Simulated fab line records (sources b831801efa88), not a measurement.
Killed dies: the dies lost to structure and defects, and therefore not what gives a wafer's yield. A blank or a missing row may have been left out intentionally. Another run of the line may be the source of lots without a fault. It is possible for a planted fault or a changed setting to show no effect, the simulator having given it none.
Comparing a struck lot with a sound one :: flow gf180mcu :: 15 steps out of a route of 602
Sound: wafers L594.1, L594.2, L594.4. Wafers struck: L608.4, L608.5, L608.6. The cause comes at the end.
Each step with rows lists, per side, the tool, then ch with its chambers, then its first start. Under that, the readings that differ: sound wafers :: struck wafers :: difference of the means :: sigmas: that difference in standard deviations of wafers without a fault.
alike: readings whose means differ by less than 2 such deviations, and words and numbers that are the same on both sides. not compared: withheld readings, readings that some wafer has no value for, bounds like >300 that may hide the same value, and numbers for which the record gives no deviation and whose values overlap.
Wherever a step has rows on one side only, a row that says differs or no value, or a row with sigmas, the two part there. Numbers that don't overlap but have no deviation are shown without sigmas and don't part them. A reading missing from all wafers of one side parts the sides only when that side holds two or more wafers.

first, 5 steps without rows for these wafers: GF_V5_COAT_09 (resist thk 1000 nm); GF_V5_SOFTBAKE_10 (time 60 s); GF_V5_EXPOSE_11 (exposes mask Via5, target cd 260 nm); GF_V5_PEB_12 (peb time 90 s); GF_V5_DEVELOP_13 (develop time 60 s).
GF_V5_CD_MEAS_14: target cd 260 nm.
  struck on cdSem-01, day 31 20:05; sound on cdSem-02, day 28 01:12
  alike: cdNm
GF_V5_OVL_MEAS_15:
  struck on overlay-02, day 31 20:10; sound on overlay-01, day 28 01:19
  alike: V5_OVL
GF_V5_ETCH_16: etches BARC in N2/H2.
  sound on rieDiel-03 ch 1,3, day 28 01:22; struck on rieDiel-04 ch 1,2, day 31 20:11
  alike: drypumpMotorCurrentA, oesProductAu, throttleValvePct
GF_V5_ETCH_17: etches SiO2 in C4F8/O2/Ar, stops on TiN, target depth 855 nm.
  sound on rieDiel-03 ch 1,3; struck on rieDiel-04 ch 1,2
  alike: oesProductAu
GF_V5_STRIP_18: strips in O2/N2.
  sound on plasmaAsher-03 ch 0,1, day 28 01:31; struck on plasmaAsher-02 ch 0,1, day 31 20:22
  alike: drypumpMotorCurrentA, heaterPowerW, o2FlowSccm, oesProductAu
  not compared: rfHoursCounterH
then, 2 steps without rows for these wafers: GF_V5_STRIP_19 (strips in post etch residue remover, time 1200 s); GF_V5_CLEAN_20 (cleans in DIW).
GF_V5_SPUTTER_21: material Ti, target thk 15 nm, time 80.02 s.
  struck on pvdSputter-02, day 31 20:56; sound on pvdSputter-01, day 28 02:02
reading: model.Ti_of_V5_SPUTTER_21.thkNm (nm)
sound: 14.95 14.85 14.37
struck: 23.78 23.72 23.87
difference: +9.07
sigmas: 
  alike: throttleValvePct
GF_V5_SPUTTER_22: material TiN, target thk 10 nm, time 40 s.
  struck on pvdSputter-02, day 31 20:59; sound on pvdSputter-01, day 28 02:06
  alike: throttleValvePct
GF_PASSIVATION_PROBE_99:
  the record has rows for the sound wafers here (prober-02, day 29 20:56) and none for the struck ones

WHERE THEY PART
Only at GF_PASSIVATION_PROBE_99, within this record.

WHY: whatever the simulator had introduced
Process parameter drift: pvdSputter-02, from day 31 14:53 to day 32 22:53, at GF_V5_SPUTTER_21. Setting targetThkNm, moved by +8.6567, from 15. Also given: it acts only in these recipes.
